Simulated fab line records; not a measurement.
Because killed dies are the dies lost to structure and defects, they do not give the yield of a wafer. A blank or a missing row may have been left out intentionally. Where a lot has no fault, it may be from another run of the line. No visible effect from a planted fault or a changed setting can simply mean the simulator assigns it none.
A sampling plan put to the test || flow gf180mcu || one fab line, 47 faults that these records tell of, each judged on the records of the lots that it struck
The plan is the line's own looks: the steps of the route at which a gauge or an inspection reads the wafer and doesn't change it. Where struck wafers have a number at a look and the file lists that look's usual mean and standard deviation on fault-free wafers, the look can be judged. Caught: a look later than the fault's first step finds the struck wafers' mean 4 or more of those standard deviations (sigma) from the usual mean. On the tool: here the same test is run on the tool's own readings at the fault's steps. A different recipe on the struck wafers counts as caught too, as does a record blank only for those wafers.

== THE FAULTS, as the simulator had put them in ==
1. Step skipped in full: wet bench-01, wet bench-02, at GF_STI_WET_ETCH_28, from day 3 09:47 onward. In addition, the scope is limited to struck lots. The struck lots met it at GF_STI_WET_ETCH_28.
2. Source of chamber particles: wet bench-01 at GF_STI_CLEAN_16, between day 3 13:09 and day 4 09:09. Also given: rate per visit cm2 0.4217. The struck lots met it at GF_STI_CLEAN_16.
3. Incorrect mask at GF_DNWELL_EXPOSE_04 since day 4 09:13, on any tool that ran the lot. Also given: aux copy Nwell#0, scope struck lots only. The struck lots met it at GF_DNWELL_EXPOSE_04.
4. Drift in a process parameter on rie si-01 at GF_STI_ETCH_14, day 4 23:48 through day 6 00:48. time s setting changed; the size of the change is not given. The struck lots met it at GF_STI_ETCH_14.
5. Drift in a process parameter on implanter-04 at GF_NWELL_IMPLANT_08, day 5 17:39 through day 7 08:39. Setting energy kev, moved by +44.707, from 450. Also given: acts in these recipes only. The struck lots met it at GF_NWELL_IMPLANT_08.
6. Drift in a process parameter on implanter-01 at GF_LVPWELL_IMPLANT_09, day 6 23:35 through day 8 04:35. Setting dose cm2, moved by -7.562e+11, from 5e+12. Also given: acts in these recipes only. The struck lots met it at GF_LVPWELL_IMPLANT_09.
7. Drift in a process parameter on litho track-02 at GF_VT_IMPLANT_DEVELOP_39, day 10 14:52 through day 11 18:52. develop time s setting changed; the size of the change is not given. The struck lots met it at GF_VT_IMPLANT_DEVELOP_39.
8. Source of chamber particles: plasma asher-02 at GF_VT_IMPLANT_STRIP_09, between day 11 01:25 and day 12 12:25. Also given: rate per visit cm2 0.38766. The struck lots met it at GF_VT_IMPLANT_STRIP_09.
9. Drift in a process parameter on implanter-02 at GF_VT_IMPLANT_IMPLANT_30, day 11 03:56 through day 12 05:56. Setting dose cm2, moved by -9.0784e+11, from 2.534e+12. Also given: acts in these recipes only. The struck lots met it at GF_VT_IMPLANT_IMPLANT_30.
10. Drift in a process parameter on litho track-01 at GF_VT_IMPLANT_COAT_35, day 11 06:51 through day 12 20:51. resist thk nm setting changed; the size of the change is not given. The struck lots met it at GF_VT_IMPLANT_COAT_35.
11. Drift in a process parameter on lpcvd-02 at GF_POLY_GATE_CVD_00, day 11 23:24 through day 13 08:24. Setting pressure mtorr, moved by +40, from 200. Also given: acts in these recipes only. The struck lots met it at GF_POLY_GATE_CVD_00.
12. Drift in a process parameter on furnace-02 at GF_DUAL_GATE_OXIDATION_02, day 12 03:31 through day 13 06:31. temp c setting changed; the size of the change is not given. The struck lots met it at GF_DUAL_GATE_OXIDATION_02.
13. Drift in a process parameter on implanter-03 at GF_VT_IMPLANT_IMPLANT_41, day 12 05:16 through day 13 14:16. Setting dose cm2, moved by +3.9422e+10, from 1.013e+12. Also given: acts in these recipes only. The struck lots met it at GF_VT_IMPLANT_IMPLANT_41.
14. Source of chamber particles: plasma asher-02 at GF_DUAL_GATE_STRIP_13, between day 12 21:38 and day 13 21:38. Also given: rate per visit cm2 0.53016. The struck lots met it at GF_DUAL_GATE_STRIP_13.
15. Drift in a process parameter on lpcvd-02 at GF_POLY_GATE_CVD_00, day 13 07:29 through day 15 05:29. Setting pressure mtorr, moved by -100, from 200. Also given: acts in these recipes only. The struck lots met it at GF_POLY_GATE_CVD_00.
16. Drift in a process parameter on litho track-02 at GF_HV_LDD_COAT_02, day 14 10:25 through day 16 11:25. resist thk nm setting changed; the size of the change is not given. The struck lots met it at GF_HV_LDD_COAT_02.
17. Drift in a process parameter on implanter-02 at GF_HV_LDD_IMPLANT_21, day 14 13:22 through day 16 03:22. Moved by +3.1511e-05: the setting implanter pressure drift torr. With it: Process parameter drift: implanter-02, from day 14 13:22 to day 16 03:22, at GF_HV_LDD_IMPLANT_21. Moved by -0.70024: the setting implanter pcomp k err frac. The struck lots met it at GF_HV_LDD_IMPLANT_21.
18. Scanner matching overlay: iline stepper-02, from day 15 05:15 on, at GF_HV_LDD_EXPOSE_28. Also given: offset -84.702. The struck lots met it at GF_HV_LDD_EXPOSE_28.
19. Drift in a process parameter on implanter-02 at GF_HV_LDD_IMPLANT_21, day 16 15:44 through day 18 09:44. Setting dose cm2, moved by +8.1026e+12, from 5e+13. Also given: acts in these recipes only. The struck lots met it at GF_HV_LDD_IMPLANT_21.
20. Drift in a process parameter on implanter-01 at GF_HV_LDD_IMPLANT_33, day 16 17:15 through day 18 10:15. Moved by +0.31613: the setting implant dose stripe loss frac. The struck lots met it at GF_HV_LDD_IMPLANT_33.
21. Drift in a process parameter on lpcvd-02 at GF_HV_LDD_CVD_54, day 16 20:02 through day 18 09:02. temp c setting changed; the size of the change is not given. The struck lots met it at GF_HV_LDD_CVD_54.
22. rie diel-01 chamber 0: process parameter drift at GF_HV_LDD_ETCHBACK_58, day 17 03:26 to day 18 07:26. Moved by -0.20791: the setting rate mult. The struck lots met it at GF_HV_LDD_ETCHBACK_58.
23. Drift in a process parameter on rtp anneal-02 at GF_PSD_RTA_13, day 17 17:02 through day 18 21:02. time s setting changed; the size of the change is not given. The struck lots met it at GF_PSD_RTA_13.
24. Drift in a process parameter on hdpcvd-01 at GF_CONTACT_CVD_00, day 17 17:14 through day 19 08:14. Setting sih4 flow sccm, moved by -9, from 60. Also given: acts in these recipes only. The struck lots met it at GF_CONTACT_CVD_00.
25. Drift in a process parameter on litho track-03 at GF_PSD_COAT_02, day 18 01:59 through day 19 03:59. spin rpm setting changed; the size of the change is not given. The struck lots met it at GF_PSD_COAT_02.
26. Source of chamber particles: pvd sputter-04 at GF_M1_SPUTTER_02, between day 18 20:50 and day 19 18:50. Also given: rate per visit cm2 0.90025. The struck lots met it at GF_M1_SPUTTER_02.
27. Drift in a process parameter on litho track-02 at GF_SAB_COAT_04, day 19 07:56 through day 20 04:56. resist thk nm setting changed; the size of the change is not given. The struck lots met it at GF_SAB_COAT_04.
28. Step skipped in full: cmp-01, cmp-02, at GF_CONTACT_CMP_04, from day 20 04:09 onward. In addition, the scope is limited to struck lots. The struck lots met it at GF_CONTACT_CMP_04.
29. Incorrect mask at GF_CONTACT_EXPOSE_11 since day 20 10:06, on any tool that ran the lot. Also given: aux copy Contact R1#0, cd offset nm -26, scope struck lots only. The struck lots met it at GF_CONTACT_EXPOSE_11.
30. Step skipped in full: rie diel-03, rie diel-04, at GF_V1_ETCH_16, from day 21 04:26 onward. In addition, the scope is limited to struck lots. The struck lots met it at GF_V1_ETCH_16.
31. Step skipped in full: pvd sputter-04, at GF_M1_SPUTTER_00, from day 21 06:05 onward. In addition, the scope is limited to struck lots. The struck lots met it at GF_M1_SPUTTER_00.
32. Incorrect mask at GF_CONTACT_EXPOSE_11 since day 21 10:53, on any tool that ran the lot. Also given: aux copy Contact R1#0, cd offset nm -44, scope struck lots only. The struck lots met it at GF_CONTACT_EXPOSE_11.
33. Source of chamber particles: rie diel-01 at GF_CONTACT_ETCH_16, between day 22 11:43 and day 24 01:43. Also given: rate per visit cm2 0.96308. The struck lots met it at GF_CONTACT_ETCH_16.
34. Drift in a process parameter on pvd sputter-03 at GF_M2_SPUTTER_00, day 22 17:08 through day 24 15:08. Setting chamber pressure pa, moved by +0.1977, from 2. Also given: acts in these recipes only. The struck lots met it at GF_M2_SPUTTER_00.
35. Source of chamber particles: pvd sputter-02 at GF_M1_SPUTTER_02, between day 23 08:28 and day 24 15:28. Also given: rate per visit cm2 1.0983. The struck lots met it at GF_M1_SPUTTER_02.
36. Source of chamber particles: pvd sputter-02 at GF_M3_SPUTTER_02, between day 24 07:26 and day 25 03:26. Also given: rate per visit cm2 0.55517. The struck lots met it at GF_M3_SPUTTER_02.
37. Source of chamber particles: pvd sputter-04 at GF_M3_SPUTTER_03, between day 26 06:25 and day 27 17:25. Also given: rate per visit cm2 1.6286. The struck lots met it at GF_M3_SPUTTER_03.
38. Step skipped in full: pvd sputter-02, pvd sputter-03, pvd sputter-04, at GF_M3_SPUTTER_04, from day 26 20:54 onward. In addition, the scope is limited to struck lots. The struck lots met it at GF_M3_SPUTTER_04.
39. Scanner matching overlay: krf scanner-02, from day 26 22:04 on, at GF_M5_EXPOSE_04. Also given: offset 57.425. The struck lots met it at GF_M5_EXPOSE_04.
40. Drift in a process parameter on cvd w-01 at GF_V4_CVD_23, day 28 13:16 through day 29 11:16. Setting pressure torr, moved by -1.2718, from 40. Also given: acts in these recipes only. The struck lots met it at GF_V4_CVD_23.
41. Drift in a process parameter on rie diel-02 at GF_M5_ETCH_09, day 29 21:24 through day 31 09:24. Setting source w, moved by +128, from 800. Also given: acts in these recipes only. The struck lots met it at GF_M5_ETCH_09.
42. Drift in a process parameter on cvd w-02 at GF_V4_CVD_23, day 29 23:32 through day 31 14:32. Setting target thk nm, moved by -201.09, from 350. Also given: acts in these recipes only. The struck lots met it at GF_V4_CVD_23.
43. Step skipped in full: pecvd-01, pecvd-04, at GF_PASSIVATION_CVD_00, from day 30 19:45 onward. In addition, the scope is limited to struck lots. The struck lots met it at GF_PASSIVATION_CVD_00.
44. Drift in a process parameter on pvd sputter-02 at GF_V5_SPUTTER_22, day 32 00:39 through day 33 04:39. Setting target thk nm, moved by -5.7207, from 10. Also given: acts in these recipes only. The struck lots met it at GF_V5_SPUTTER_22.
45. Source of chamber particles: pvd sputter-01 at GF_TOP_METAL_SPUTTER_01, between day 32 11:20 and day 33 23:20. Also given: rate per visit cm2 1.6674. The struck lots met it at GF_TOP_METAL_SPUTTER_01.
46. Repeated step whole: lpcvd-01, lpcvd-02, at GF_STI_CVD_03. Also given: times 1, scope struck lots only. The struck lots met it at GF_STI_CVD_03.
47. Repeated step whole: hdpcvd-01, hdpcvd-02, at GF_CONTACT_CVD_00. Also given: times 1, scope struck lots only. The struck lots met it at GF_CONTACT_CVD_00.

== WHAT THE PLAN SAW ==
{"fault": 1, "on the tool itself": "the tool's record is blank for the struck wafers", "first look that catches it": "no look after it can be judged", "reading, sigma": "-", "median hours from its first step to that look": "-", "hours from the fault's start to the first struck lot there": "-", "judged looks passed uncaught": 0}
{"fault": 2, "on the tool itself": "no reading that can be judged", "first look that catches it": "not the one look that can be judged after it", "reading, sigma": "-", "median hours from its first step to that look": "-", "hours from the fault's start to the first struck lot there": "-", "judged looks passed uncaught": 1}
{"fault": 3, "on the tool itself": "under 2 sigma", "first look that catches it": "GF_DNWELL_TW_MEAS_09", "reading, sigma": "DNWELL_TW -99 or beyond", "median hours from its first step to that look": 7.4, "hours from the fault's start to the first struck lot there": 11, "judged looks passed uncaught": 0}
{"fault": 4, "on the tool itself": "run length s -57 sigma", "first look that catches it": "none of the 2 looks that can be judged after it", "reading, sigma": "-", "median hours from its first step to that look": "-", "hours from the fault's start to the first struck lot there": "-", "judged looks passed uncaught": 2}
{"fault": 5, "on the tool itself": "beam energy keV +99 or beyond sigma", "first look that catches it": "GF_VT_IMPLANT_RS_MEAS_47", "reading, sigma": "NWELL_RS -6.8", "median hours from its first step to that look": 119.5, "hours from the fault's start to the first struck lot there": 122, "judged looks passed uncaught": 1}
{"fault": 6, "on the tool itself": "dose ions cm2 -99 or beyond sigma", "first look that catches it": "GF_VT_IMPLANT_RS_MEAS_48", "reading, sigma": "LVPWELL_RS +11", "median hours from its first step to that look": 106.5, "hours from the fault's start to the first struck lot there": 110, "judged looks passed uncaught": 0}
{"fault": 7, "on the tool itself": "under 2 sigma", "first look that catches it": "GF_VT_IMPLANT_TW_MEAS_43", "reading, sigma": "VT_IMPLANT_4_TW -99 or beyond", "median hours from its first step to that look": 0.4, "hours from the fault's start to the first struck lot there": 4, "judged looks passed uncaught": 0}
{"fault": 8, "on the tool itself": "under 2 sigma", "first look that catches it": "no look after it can be judged", "reading, sigma": "-", "median hours from its first step to that look": "-", "hours from the fault's start to the first struck lot there": "-", "judged looks passed uncaught": 0}
{"fault": 9, "on the tool itself": "dose ions cm2 -99 or beyond sigma", "first look that catches it": "GF_VT_IMPLANT_TW_MEAS_32", "reading, sigma": "VT_IMPLANT_3_TW -25", "median hours from its first step to that look": 0.2, "hours from the fault's start to the first struck lot there": 4, "judged looks passed uncaught": 0}
{"fault": 10, "on the tool itself": "under 2 sigma", "first look that catches it": "no look after it can be judged", "reading, sigma": "-", "median hours from its first step to that look": "-", "hours from the fault's start to the first struck lot there": "-", "judged looks passed uncaught": 0}
{"fault": 11, "on the tool itself": "pressure mtorr +99 or beyond sigma", "first look that catches it": "GF_POLY_GATE_THK_MEAS_01", "reading, sigma": "POLY_GATE_CVD_00_THK +10", "median hours from its first step to that look": 1.3, "hours from the fault's start to the first struck lot there": 4, "judged looks passed uncaught": 0}
{"fault": 12, "on the tool itself": "tube center temp C +99 or beyond sigma", "first look that catches it": "GF_DUAL_GATE_THK_MEAS_03", "reading, sigma": "DUAL_GATE_OXIDATION_00_THK +36", "median hours from its first step to that look": 1.4, "hours from the fault's start to the first struck lot there": 7, "judged looks passed uncaught": 0}
{"fault": 13, "on the tool itself": "dose ions cm2 +35 sigma", "first look that catches it": "none of the 3 looks that can be judged after it", "reading, sigma": "strongest: VT_IMPLANT_4_TW at GF_VT_IMPLANT_TW_MEAS_43, +2.8", "median hours from its first step to that look": "-", "hours from the fault's start to the first struck lot there": "-", "judged looks passed uncaught": 3}
{"fault": 14, "on the tool itself": "under 2 sigma", "first look that catches it": "no look after it can be judged", "reading, sigma": "-", "median hours from its first step to that look": "-", "hours from the fault's start to the first struck lot there": "-", "judged looks passed uncaught": 0}
{"fault": 15, "on the tool itself": "pressure mtorr -99 or beyond sigma", "first look that catches it": "GF_POLY_GATE_THK_MEAS_01", "reading, sigma": "POLY_GATE_CVD_00_THK -31", "median hours from its first step to that look": 1.3, "hours from the fault's start to the first struck lot there": 10, "judged looks passed uncaught": 0}
{"fault": 16, "on the tool itself": "no reading that can be judged", "first look that catches it": "GF_HV_LDD_CD_MEAS_07", "reading, sigma": "cd nm +6.0", "median hours from its first step to that look": 11.0, "hours from the fault's start to the first struck lot there": 13, "judged looks passed uncaught": 0}
{"fault": 17, "on the tool itself": "end station pressure torr +99 or beyond sigma", "first look that catches it": "no look after it can be judged", "reading, sigma": "-", "median hours from its first step to that look": "-", "hours from the fault's start to the first struck lot there": "-", "judged looks passed uncaught": 0}
{"fault": 18, "on the tool itself": "under 2 sigma", "first look that catches it": "GF_HV_LDD_OVL_MEAS_32", "reading, sigma": "HV_LDD_02_OVL -64", "median hours from its first step to that look": 11.1, "hours from the fault's start to the first struck lot there": 25, "judged looks passed uncaught": 0}
{"fault": 19, "on the tool itself": "dose ions cm2 +99 or beyond sigma", "first look that catches it": "GF_HV_LDD_TW_MEAS_23", "reading, sigma": "HV_LDD_2_TW +8.6", "median hours from its first step to that look": 0.2, "hours from the fault's start to the first struck lot there": 10, "judged looks passed uncaught": 0}
{"fault": 20, "on the tool itself": "under 2 sigma", "first look that catches it": "GF_HV_LDD_TW_MEAS_38", "reading, sigma": "HV_LDD_3_TW -4.4", "median hours from its first step to that look": 0.7, "hours from the fault's start to the first struck lot there": 12, "judged looks passed uncaught": 0}
{"fault": 21, "on the tool itself": "spike tc centre C +9.5 sigma", "first look that catches it": "GF_HV_LDD_THK_MEAS_55", "reading, sigma": "HV_LDD_CVD_54_THK +17", "median hours from its first step to that look": 1.0, "hours from the fault's start to the first struck lot there": 10, "judged looks passed uncaught": 0}
{"fault": 22, "on the tool itself": "under 2 sigma", "first look that catches it": "no look after it can be judged", "reading, sigma": "-", "median hours from its first step to that look": "-", "hours from the fault's start to the first struck lot there": "-", "judged looks passed uncaught": 0}
{"fault": 23, "on the tool itself": "run length s +40 sigma", "first look that catches it": "GF_PSD_RS_MEAS_14", "reading, sigma": "NSD_RS -34", "median hours from its first step to that look": 0.1, "hours from the fault's start to the first struck lot there": 18, "judged looks passed uncaught": 0}
{"fault": 24, "on the tool itself": "sih4 flow sccm -52 sigma", "first look that catches it": "GF_CONTACT_THK_MEAS_01", "reading, sigma": "CONTACT_CVD_00_THK -13", "median hours from its first step to that look": 0.1, "hours from the fault's start to the first struck lot there": 9, "judged looks passed uncaught": 0}
{"fault": 25, "on the tool itself": "spin speed rpm +59 sigma", "first look that catches it": "no look after it can be judged", "reading, sigma": "-", "median hours from its first step to that look": "-", "hours from the fault's start to the first struck lot there": "-", "judged looks passed uncaught": 0}
{"fault": 26, "on the tool itself": "under 2 sigma", "first look that catches it": "not the one look that can be judged after it", "reading, sigma": "-", "median hours from its first step to that look": "-", "hours from the fault's start to the first struck lot there": "-", "judged looks passed uncaught": 1}
{"fault": 27, "on the tool itself": "no reading that can be judged", "first look that catches it": "no look after it can be judged", "reading, sigma": "-", "median hours from its first step to that look": "-", "hours from the fault's start to the first struck lot there": "-", "judged looks passed uncaught": 0}
{"fault": 28, "on the tool itself": "the tool's record is blank for the struck wafers", "first look that catches it": "not the one look that can be judged after it", "reading, sigma": "-", "median hours from its first step to that look": "-", "hours from the fault's start to the first struck lot there": "-", "judged looks passed uncaught": 1}
{"fault": 29, "on the tool itself": "no reading that can be judged", "first look that catches it": "GF_CONTACT_CD_MEAS_14", "reading, sigma": "cd nm -19", "median hours from its first step to that look": 12.4, "hours from the fault's start to the first struck lot there": 14, "judged looks passed uncaught": 0}
{"fault": 30, "on the tool itself": "the tool's record is blank for the struck wafers", "first look that catches it": "no look after it can be judged", "reading, sigma": "-", "median hours from its first step to that look": "-", "hours from the fault's start to the first struck lot there": "-", "judged looks passed uncaught": 0}
{"fault": 31, "on the tool itself": "the tool's record is blank for the struck wafers", "first look that catches it": "no look after it can be judged", "reading, sigma": "-", "median hours from its first step to that look": "-", "hours from the fault's start to the first struck lot there": "-", "judged looks passed uncaught": 0}
{"fault": 32, "on the tool itself": "no reading that can be judged", "first look that catches it": "GF_CONTACT_CD_MEAS_14", "reading, sigma": "cd nm -29", "median hours from its first step to that look": 11.9, "hours from the fault's start to the first struck lot there": 14, "judged looks passed uncaught": 0}
{"fault": 33, "on the tool itself": "under 2 sigma", "first look that catches it": "none of the 2 looks that can be judged after it", "reading, sigma": "-", "median hours from its first step to that look": "-", "hours from the fault's start to the first struck lot there": "-", "judged looks passed uncaught": 2}
{"fault": 34, "on the tool itself": "chamber pressure pa +50 sigma", "first look that catches it": "no look after it can be judged", "reading, sigma": "-", "median hours from its first step to that look": "-", "hours from the fault's start to the first struck lot there": "-", "judged looks passed uncaught": 0}
{"fault": 35, "on the tool itself": "under 2 sigma", "first look that catches it": "none of the 2 looks that can be judged after it", "reading, sigma": "-", "median hours from its first step to that look": "-", "hours from the fault's start to the first struck lot there": "-", "judged looks passed uncaught": 2}
{"fault": 36, "on the tool itself": "under 2 sigma", "first look that catches it": "no look after it can be judged", "reading, sigma": "-", "median hours from its first step to that look": "-", "hours from the fault's start to the first struck lot there": "-", "judged looks passed uncaught": 0}
{"fault": 37, "on the tool itself": "under 2 sigma", "first look that catches it": "not the one look that can be judged after it", "reading, sigma": "-", "median hours from its first step to that look": "-", "hours from the fault's start to the first struck lot there": "-", "judged looks passed uncaught": 1}
{"fault": 38, "on the tool itself": "the tool's record is blank for the struck wafers", "first look that catches it": "GF_M3_THK_MEAS_06", "reading, sigma": "M3_ALCU_THK +10", "median hours from its first step to that look": 0.2, "hours from the fault's start to the first struck lot there": 6, "judged looks passed uncaught": 0}
{"fault": 39, "on the tool itself": "no reading that can be judged", "first look that catches it": "GF_M5_OVL_MEAS_08", "reading, sigma": "M5_OVL +12", "median hours from its first step to that look": 9.7, "hours from the fault's start to the first struck lot there": 20, "judged looks passed uncaught": 0}
{"fault": 40, "on the tool itself": "chamber pressure Torr -14 sigma", "first look that catches it": "not the one look that can be judged after it", "reading, sigma": "strongest: V4_W_RS at GF_V4_RS_MEAS_24, +2.2", "median hours from its first step to that look": "-", "hours from the fault's start to the first struck lot there": "-", "judged looks passed uncaught": 1}
{"fault": 41, "on the tool itself": "rf fwd power W +29 sigma", "first look that catches it": "no look after it can be judged", "reading, sigma": "-", "median hours from its first step to that look": "-", "hours from the fault's start to the first struck lot there": "-", "judged looks passed uncaught": 0}
{"fault": 42, "on the tool itself": "under 2 sigma", "first look that catches it": "GF_V4_RS_MEAS_24", "reading, sigma": "V4_W_RS +99 or beyond", "median hours from its first step to that look": 0.1, "hours from the fault's start to the first struck lot there": 3, "judged looks passed uncaught": 0}
{"fault": 43, "on the tool itself": "the tool's record is blank for the struck wafers", "first look that catches it": "not the one look that can be judged after it", "reading, sigma": "strongest: PASSIVATION_BOW at GF_PASSIVATION_BOW_MEAS_14, -2.9", "median hours from its first step to that look": "-", "hours from the fault's start to the first struck lot there": "-", "judged looks passed uncaught": 1}
{"fault": 44, "on the tool itself": "under 2 sigma", "first look that catches it": "no look after it can be judged", "reading, sigma": "-", "median hours from its first step to that look": "-", "hours from the fault's start to the first struck lot there": "-", "judged looks passed uncaught": 0}
{"fault": 45, "on the tool itself": "under 2 sigma", "first look that catches it": "no look after it can be judged", "reading, sigma": "-", "median hours from its first step to that look": "-", "hours from the fault's start to the first struck lot there": "-", "judged looks passed uncaught": 0}
{"fault": 46, "on the tool itself": "under 2 sigma", "first look that catches it": "GF_STI_THK_MEAS_04", "reading, sigma": "STI_CVD_03_THK +86", "median hours from its first step to that look": 4.1, "hours from the fault's start to the first struck lot there": "-", "judged looks passed uncaught": 0}
{"fault": 47, "on the tool itself": "no reading that can be judged", "first look that catches it": "GF_CONTACT_THK_MEAS_01", "reading, sigma": "CONTACT_CVD_00_THK +87", "median hours from its first step to that look": 0.3, "hours from the fault's start to the first struck lot there": "-", "judged looks passed uncaught": 0}
A dash: this means the fault isn't caught or the number doesn't appear in these records.

Caught at a look: 22 of 47. Caught on the tool: 23 of 47. By one or the other: 34 of 47.
Caught on the tool alone: faults 1, 4, 13, 17, 25, 28, 30, 31, 34, 40, 41, 43.
Caught at a look alone: faults 3, 7, 16, 18, 20, 29, 32, 39, 42, 46, 47.
Caught by neither: faults 2, 8, 10, 14, 22, 26, 27, 33, 35, 36, 37, 44, 45.

== THINNER SAMPLING ==
Were the look that catches a fault to measure just every second or every third lot (counted by lot number), the first struck lot would, at worst, be measured this late:
{"fault": 3, "struck lots at that look, in order of time": "L107", "every lot": "11 h", "every second lot": "may miss it", "every third lot": "may miss it"}
{"fault": 5, "struck lots at that look, in order of time": "L332, L333", "every lot": "122 h", "every second lot": "130 h", "every third lot": "may miss all 2"}
{"fault": 6, "struck lots at that look, in order of time": "L419, L421, L422", "every lot": "110 h", "every second lot": "129 h", "every third lot": "may miss all 3"}
{"fault": 7, "struck lots at that look, in order of time": "L769, L771", "every lot": "4 h", "every second lot": "may miss all 2", "every third lot": "may miss all 2"}
{"fault": 9, "struck lots at that look, in order of time": "L110, L111", "every lot": "4 h", "every second lot": "9 h", "every third lot": "may miss all 2"}
{"fault": 11, "struck lots at that look, in order of time": "L448, L451", "every lot": "4 h", "every second lot": "24 h", "every third lot": "may miss all 2"}
{"fault": 12, "struck lots at that look, in order of time": "L847, L848", "every lot": "7 h", "every second lot": "15 h", "every third lot": "may miss all 2"}
{"fault": 15, "struck lots at that look, in order of time": "L177, L178", "every lot": "10 h", "every second lot": "23 h", "every third lot": "may miss all 2"}
{"fault": 16, "struck lots at that look, in order of time": "L775, L776", "every lot": "13 h", "every second lot": "21 h", "every third lot": "may miss all 2"}
{"fault": 18, "struck lots at that look, in order of time": "L773, L774", "every lot": "25 h", "every second lot": "35 h", "every third lot": "may miss all 2"}
{"fault": 19, "struck lots at that look, in order of time": "L312, L313", "every lot": "10 h", "every second lot": "14 h", "every third lot": "may miss all 2"}
{"fault": 20, "struck lots at that look, in order of time": "L747, L749", "every lot": "12 h", "every second lot": "may miss all 2", "every third lot": "may miss all 2"}
{"fault": 21, "struck lots at that look, in order of time": "L405, L406", "every lot": "10 h", "every second lot": "21 h", "every third lot": "may miss all 2"}
{"fault": 23, "struck lots at that look, in order of time": "L412, L413", "every lot": "18 h", "every second lot": "26 h", "every third lot": "may miss all 2"}
{"fault": 24, "struck lots at that look, in order of time": "L651, L652, L653", "every lot": "9 h", "every second lot": "23 h", "every third lot": "32 h"}
{"fault": 29, "struck lots at that look, in order of time": "L839", "every lot": "14 h", "every second lot": "may miss it", "every third lot": "may miss it"}
{"fault": 32, "struck lots at that look, in order of time": "L257", "every lot": "14 h", "every second lot": "may miss it", "every third lot": "may miss it"}
{"fault": 38, "struck lots at that look, in order of time": "L927, L928, L929", "every lot": "6 h", "every second lot": "11 h", "every third lot": "17 h"}
{"fault": 39, "struck lots at that look, in order of time": "L211, L210, L212, L216", "every lot": "20 h", "every second lot": "21 h", "every third lot": "31 h"}
{"fault": 42, "struck lots at that look, in order of time": "L911, L916", "every lot": "3 h", "every second lot": "34 h", "every third lot": "may miss all 2"}
Hours are from the fault's start to the first struck lot that is measured. The test against the limit of 4 sigma pooled every struck wafer, which means one lot taken alone may stay below that limit. Other struck lots may not be in these records.

== THE LONGEST TIMED WAY FROM STEP TO LOOK ==
Fault 5: median gap of 119.5 hours between GF_NWELL_IMPLANT_08 and GF_VT_IMPLANT_RS_MEAS_47. The look between them that can be judged stayed within 4 sigma: GF_LVPWELL_OVL_MEAS_07.
